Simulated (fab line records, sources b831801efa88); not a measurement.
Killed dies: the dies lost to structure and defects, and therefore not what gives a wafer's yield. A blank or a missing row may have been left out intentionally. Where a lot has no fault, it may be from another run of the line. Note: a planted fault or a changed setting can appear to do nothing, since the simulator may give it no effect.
fab line records    flow sfqLine
[record] lots = 14  wafers = 42  lastDay = 80
route steps=325 shown I5@228 M6@262 I6@279
lots that met no fault: taken from a fault-free run of the same line
startH: the number of hours between the record's first day and the start of the first shown wafer of the lot    waitH: hours from the lot's prior step to this one    " as in the row above    L1.1+2: a single row standing in for several wafers    - no value, or no start given    * or withheld: withheld    < > ~ a bound
route shown NAME@n: a module of which the file shows steps, and the number in the route of the first    usual: mean/standard deviation taken from wafers without a fault    same: alike in all rows    chamber/n: place in a boat    sites: each site's reading    _std_site: standard deviation across them    _edge_site: the outer-site mean with the inner-site mean subtracted    radiusMm: how far each site lies from the wafer's centre    mask NAME#n: copy n    behind: the most recent tool/chamber to have shaped the wafer    hold: the reason the lot was held/the length of the hold in hours/how it ended    device: transistor that didn't switch, given as n, p or np    end of line: tests of these same wafers at the route's end    a step with no rows: only its recipe    killed: dies lost to structure and defects at the first sort, not the wafer's yield    map: per-die view of a wafer (x killed, . not killed, _ where there is no die)
set.NAME: the setting as run; set.NAME@STEP: as run at that earlier step    model.NAME: the simulator's own value behind a step, which no gauge read
steps of the route over a sample of lots; a table a step, a row a wafer
services: when a tool's chamber went out of use (startH, in hours from the record's first day, below 0 if earlier), for how many hours, and the reason
[[steps]]
[step SFQ_TRILAYER_A5C_DEP_PECVD_142]
[recipe] material = SiO2  tempC = 150  timeS = 15.556  pressureTorr = 2.4  rfW = 183.3  precursor = SiH4/N2O  targetThkNm = 70
[usual] heaterPowerW = 76/14  rfFwdPowerW = 180.2/1.2  throttleValvePct = 24.5/0.76
lot.wafer  tool      chamber  startH   waitH  heaterPowerW  rfFwdPowerW  throttleValvePct
L892.1     pecvd-01  1        1254.63  0.0    60            181.0        23.5
L892.3     "         1        "        "      58            180.2        24.0
L892.4     "         2        "        "      79            179.6        25.4
L893.1     pecvd-01  1        1260.04  0.0    63            179.6        23.7
L893.5     "         0        "        "      87            180.4        24.8
L893.6     "         2        "        "      76            180.1        25.1
L894.2     pecvd-01  0        1267.24  0.0    82            180.5        24.4
L894.3     "         1        "        "      56            180.6        23.5
L894.4     "         2        "        "      80            179.8        25.7
L895.1     pecvd-02  2        1274.46  0.0    69            181.6        24.5
L895.2     "         1        "        "      50            179.2        23.6
L895.5     "         0        "        "      86            180.4        24.0
L896.4     pecvd-01  2        1290.90  0.0    78            178.7        25.5
L896.5     "         0        "        "      88            181.3        24.8
L896.6     "         1        "        "      64            179.6        23.5
L897.3     pecvd-03  2        1293.79  0.0    88            181.8        26.4
L897.4     "         1        "        "      78            181.8        26.1
L897.6     "         2        "        "      90            181.7        26.1
L902.1     pecvd-03  1        1346.84  0.0    85            181.2        23.6
L902.2     "         2        "        "      109           181.2        23.8
L902.4     "         2        "        "      114           180.8        23.9
L905.1     pecvd-02  0        1491.13  0.0    76            181.7        24.5
L905.4     "         1        "        "      61            179.1        23.9
L905.5     "         0        "        "      77            181.4        24.4
L906.1     pecvd-02  2        1500.07  0.0    48            210.5        24.9
L906.3     "         1        "        "      52            207.1        24.4
L906.6     "         1        "        "      53            207.2        24.3
L907.2     pecvd-02  2        1504.15  0.0    60            210.2        25.1
L907.4     "         1        "        "      51            208.1        24.3
L907.6     "         2        "        "      60            210.5        24.9
L910.1     pecvd-03  2        1530.10  0.0    104           181.2        24.4
L910.4     "         1        "        "      83            181.2        23.8
L910.6     "         0        "        "      90            180.9        23.5
L911.2     pecvd-01  2        1551.70  0.0    72            178.4        25.4
L911.3     "         1        "        "      61            179.4        23.9
L911.5     "         1        "        "      63            179.8        23.9
L913.1     pecvd-01  1        1557.70  0.0    64            179.6        23.5
L913.2     "         2        "        "      76            178.8        25.6
L913.6     "         2        "        "      74            178.1        25.4
L915.1     pecvd-03  1        1567.30  0.0    70            180.5        23.9
L915.3     "         2        "        "      102           181.8        24.4
L915.5     "         2        "        "      105           181.5        24.4
[step SFQ_TRILAYER_I5_ETCH_VIA_ETCH_147]
[recipe] stopOn = Nb  maskMaterial = PR  chemistry = CHF3  targetDepthNm = 360  sourceW = 500  biasW = 80  pressureMtorr = 30  timeS = withheld
[usual] drypumpMotorCurrentA = 5.7/0.44  oesProductAu = 0.988/0.0076
lot.wafer  tool        chamber  startH   waitH  drypumpMotorCurrentA  oesProductAu
L892.1     rieDiel-03  1        1398.76  0.0    5.4                   0.986
L892.3     "           0        "        "      4.8                   0.995
L892.4     "           3        "        "      5.9                   1.003
L893.1     rieDiel-04  2        1402.36  0.0    6.0                   0.984
L893.5     "           2        "        "      6.0                   0.991
L893.6     "           3        "        "      5.3                   0.991
L894.2     rieDiel-02  0        1407.16  0.0    6.1                   0.998
L894.3     "           2        "        "      5.7                   0.974
L894.4     "           3        "        "      5.8                   0.994
L895.1     rieDiel-04  1        1411.96  0.0    6.6                   0.998
L895.2     "           2        "        "      6.0                   0.995
L895.5     "           0        "        "      5.7                   0.992
L896.4     rieDiel-03  0        1425.29  0.0    4.8                   0.995
L896.5     "           3        "        "      5.9                   0.986
L896.6     "           2        "        "      5.7                   0.998
L897.3     rieDiel-02  3        1430.23  0.0    5.8                   0.992
L897.4     "           2        "        "      5.8                   0.967
L897.6     "           0        "        "      6.1                   0.986
L902.1     rieDiel-03  1        1477.28  0.0    5.4                   0.990
L902.2     "           2        "        "      5.7                   0.990
L902.4     "           3        "        "      5.8                   0.985
L905.1     rieDiel-03  1        1519.41  0.0    5.4                   0.990
L905.4     "           0        "        "      4.8                   0.984
L905.5     "           2        "        "      5.8                   0.990
L906.1     rieDiel-04  1        1520.61  0.0    6.6                   0.986
L906.3     "           2        "        "      6.0                   0.996
L906.6     "           3        "        "      5.3                   0.993
L907.2     rieDiel-03  3        1521.81  0.0    5.9                   0.995
L907.4     "           0        "        "      4.8                   0.983
L907.6     "           3        "        "      5.9                   0.989
L910.1     rieDiel-03  0        1532.61  0.0    4.8                   0.985
L910.4     "           3        "        "      5.8                   0.987
L910.6     "           1        "        "      5.4                   0.979
L911.2     rieDiel-03  0        1554.05  0.0    4.7                   0.982
L911.3     "           3        "        "      5.9                   0.987
L911.5     "           3        "        "      5.9                   1.000
L913.1     rieDiel-04  0        1561.25  0.0    5.7                   0.985
L913.2     "           3        "        "      5.3                   0.976
L913.6     "           0        "        "      5.7                   0.977
L915.1     rieDiel-03  2        1571.20  0.0    5.7                   0.984
L915.3     "           1        "        "      5.4                   0.976
L915.5     "           3        "        "      5.9                   0.993
[step SFQ_TRILAYER_M6_BARC_OPEN_METAL_ETCH_206]
[recipe] maskMaterial = PR  chemistry = O2  targetDepthNm = 125  target = BARC  icpW = 600  biasW = 80  pressureMtorr = 10  timeS = 41.7
[usual] drypumpMotorCurrentA = 5.46/0.3  heBacksideLeakSccm = 3.5/0.42  oesProductAu = 0.685/0.0051
lot.wafer  tool         chamber  startH   waitH  drypumpMotorCurrentA  heBacksideLeakSccm  oesProductAu  rfHoursCounterH
L892.1     rieMetal-03  0        1525.37  0.0    5.31                  3.4                 0.683         9
L892.3     "            1        "        "      5.43                  3.4                 0.688         -
L892.4     "            0        "        "      5.30                  3.3                 0.690         -
L893.1     rieMetal-03  0        1527.77  0.0    5.31                  3.8                 0.680         9
L893.5     "            0        "        "      5.31                  3.7                 0.677         -
L893.6     "            1        "        "      5.43                  3.5                 0.681         -
L894.2     rieMetal-03  0        1530.17  0.0    5.31                  3.3                 0.682         10
L894.3     "            0        "        "      5.30                  3.3                 0.680         -
L894.4     "            1        "        "      5.41                  3.5                 0.690         -
L895.1     rieMetal-02  0        1531.37  0.0    5.76                  3.1                 0.689         89
L895.2     "            1        "        "      5.96                  3.4                 0.693         44
L895.5     "            0        "        "      5.77                  3.5                 0.692         -
L896.4     rieMetal-03  0        1541.98  0.0    5.31                  3.4                 0.685         -
L896.5     "            0        "        "      5.31                  3.4                 0.679         -
L896.6     "            1        "        "      5.41                  3.5                 0.681         -
L897.3     rieMetal-03  1        1544.68  0.0    5.44                  3.3                 0.687         -
L897.4     "            0        "        "      5.32                  3.5                 0.678         -
L897.6     "            1        "        "      5.41                  3.4                 0.688         -
L902.1     rieMetal-01  1        1590.36  0.0    5.15                  3.5                 0.686         47
L902.2     "            0        "        "      5.05                  3.2                 0.683         65
L902.4     "            1        "        "      5.16                  3.6                 0.687         -
L905.1     rieMetal-02  1        1636.81  0.0    5.90                  3.3                 0.680         60
L905.4     "            0        "        "      5.73                  3.7                 0.682         -
L905.5     "            0        "        "      5.74                  4.2                 0.693         -
L906.1     rieMetal-03  1        1638.76  0.0    5.40                  3.5                 0.682         21
L906.3     "            0        "        "      5.31                  3.4                 0.682         -
L906.6     "            0        "        "      5.30                  3.4                 0.685         -
L907.2     rieMetal-02  0        1639.96  0.0    5.78                  3.9                 0.682         105
L907.4     "            0        "        "      5.75                  3.5                 0.684         -
L907.6     "            0        "        "      5.78                  3.6                 0.683         -
L910.1     rieMetal-03  0        1653.26  0.0    5.30                  3.4                 0.685         31
L910.4     "            1        "        "      5.43                  3.4                 0.691         -
L910.6     "            0        "        "      5.30                  3.5                 0.685         -
L911.2     rieMetal-01  1        1661.66  0.0    5.17                  3.7                 0.673         59
L911.3     "            1        "        "      5.15                  3.6                 0.690         -
L911.5     "            1        "        "      5.17                  3.4                 0.677         -
L913.1     rieMetal-02  1        1671.26  0.0    5.94                  3.5                 0.685         66
L913.2     "            0        "        "      5.76                  3.4                 0.686         111
L913.6     "            0        "        "      5.74                  3.7                 0.686         -
L915.1     rieMetal-02  1        1678.46  0.0    5.93                  3.5                 0.687         68
L915.3     "            1        "        "      5.95                  3.4                 0.688         -
L915.5     "            1        "        "      5.96                  3.4                 0.688         -
[step SFQ_TRILAYER_I6_VIA_STRIP_STRIP_173]
[recipe] gas = O2  powerW = 200  platenTempC = 40  overashFraction = 0.65  chemistry = O2  pressureMtorr = 50
[usual] drypumpMotorCurrentA = 5.3/0.41  heBacksideLeakSccm = 3.5/0.34  oesProductAu = 1.007/0.013
[same] overashFraction = 0.65
lot.wafer  tool         chamber  startH   waitH  drypumpMotorCurrentA  heBacksideLeakSccm  oesProductAu  rfHoursCounterH
L892.1     rieMetal-04  1        1557.77  -      4.9                   3.5                 0.987         39
L892.3     "            1        "        "      4.9                   3.6                 0.985         -
L892.4     "            0        "        "      5.1                   3.0                 1.007         -
L893.1     rieMetal-04  0        1562.57  -      5.1                   3.1                 1.003         22
L893.5     "            0        "        "      5.1                   3.2                 1.009         -
L893.6     "            1        "        "      4.9                   3.4                 0.985         -
L894.2     rieMetal-03  0        1564.97  -      5.3                   3.1                 0.994         16
L894.3     "            1        "        "      5.4                   3.5                 1.017         -
L894.4     "            0        "        "      5.3                   3.4                 0.991         -
L895.1     rieMetal-03  0        1566.52  -      5.3                   3.6                 0.995         16
L895.2     "            1        "        "      5.4                   3.4                 1.012         8
L895.5     "            0        "        "      5.3                   3.7                 0.989         -
L896.4     rieMetal-04  0        1575.72  -      5.1                   3.1                 0.999         -
L896.5     "            0        "        "      5.1                   6.2                 1.012         -
L896.6     "            1        "        "      4.8                   3.5                 0.983         -
L897.3     rieMetal-02  1        1578.92  -      5.9                   3.4                 0.998         -
L897.4     "            0        "        "      5.8                   3.9                 1.016         -
L897.6     "            1        "        "      5.9                   3.4                 1.006         -
L902.1     rieMetal-02  0        1634.57  -      5.7                   3.9                 1.025         104
L902.2     "            1        "        "      6.0                   3.5                 1.023         60
L902.4     "            1        "        "      5.9                   3.5                 1.012         -
L905.1     rieMetal-02  1        1648.62  -      5.9                   3.3                 1.019         62
L905.4     "            1        "        "      5.9                   4.5                 1.020         -
L905.5     "            0        "        "      5.8                   3.7                 1.021         -
L906.1     rieMetal-02  1        1651.02  -      6.0                   3.3                 1.018         63
L906.3     "            1        "        "      5.9                   3.4                 1.020         -
L906.6     "            1        "        "      5.9                   3.4                 1.017         -
L907.2     rieMetal-04  1        1654.62  -      4.9                   3.4                 0.994         57
L907.4     "            1        "        "      4.9                   3.5                 0.984         -
L907.6     "            0        "        "      5.1                   3.1                 1.001         -
L910.1     rieMetal-04  0        1663.02  -      5.1                   3.2                 1.003         40
L910.4     "            0        "        "      5.1                   3.1                 1.006         -
L910.6     "            0        "        "      5.1                   3.2                 1.009         -
L911.2     rieMetal-04  0        1672.62  -      5.1                   3.0                 1.026         42
L911.3     "            0        "        "      5.1                   3.3                 1.023         -
L911.5     "            1        "        "      4.9                   3.7                 1.028         -
L913.1     rieMetal-03  0        1682.22  -      5.3                   3.5                 1.000         36
L913.2     "            1        "        "      5.4                   3.4                 1.006         28
L913.6     "            0        "        "      5.3                   3.6                 0.985         -
L915.1     rieMetal-04  0        1689.42  -      5.0                   3.3                 1.017         45
L915.3     "            1        "        "      4.9                   3.5                 1.004         -
L915.5     "            0        "        "      5.1                   3.2                 1.003         -
[[services]]
tool         chamber  startH   hours  kind
rieDiel-03   3        1235.47  38.0   repair
pecvd-01     -        1236.83  1.1    repair
rieMetal-02  1        1245.18  11.8   repair
rieDiel-03   2        1251.81  13.1   repair
rieMetal-02  -        1280.43  2.0    repair
rieMetal-04  1        1284.01  6.5    repair
rieMetal-02  1        1312.15  21.1   repair
rieDiel-03   -        1323.24  14.6   pm
rieDiel-03   3        1346.95  1.6    repair
rieDiel-03   1        1349.18  6.5    repair
rieMetal-03  -        1357.59  0.9    repair
rieMetal-02  -        1363.36  14.6   pm
rieDiel-03   -        1377.26  2.8    pm
rieMetal-03  -        1391.84  1.2    repair
rieMetal-03  0        1400.56  18.8   repair
rieDiel-03   -        1452.12  0.3    repair
rieDiel-03   1        1480.81  9.8    repair
rieMetal-02  -        1495.19  0.2    repair
rieMetal-02  -        1498.49  0.2    repair
rieMetal-04  0        1528.84  5.5    repair
rieDiel-03   0        1556.52  8.0    repair
rieMetal-04  -        1577.31  2.8    pm
rieDiel-03   -        1659.97  1.6    repair
rieMetal-03  -        1666.10  0.6    repair
[[key]]
[firstSign] step = SFQ_TRILAYER_A5C_DEP_PECVD_142  reading = rfFwdPowerW  direction = up  sigmas = 25  usual = 180.2  struck = 208.9
effect none on later readings
metAt SFQ_TRILAYER_A5C_DEP_PECVD_142
struckLots L906,L907
notActingAt SFQ_TRILAYER_I5_ETCH_VIA_ETCH_147,SFQ_TRILAYER_M6_BARC_OPEN_METAL_ETCH_206,SFQ_TRILAYER_I6_VIA_STRIP_STRIP_173
onsetBetween 1491.13 1500.07
[fault] kind = processParameterDrift  tool = pecvd-02  chamber = -  onsetH = 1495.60  steps = SFQ_TRILAYER_A5C_DEP_PECVD_142  channel = rfW  offset = 29.328  shape = step  endH = 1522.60  actsIn = theseRecipesOnly  stated = 183.3
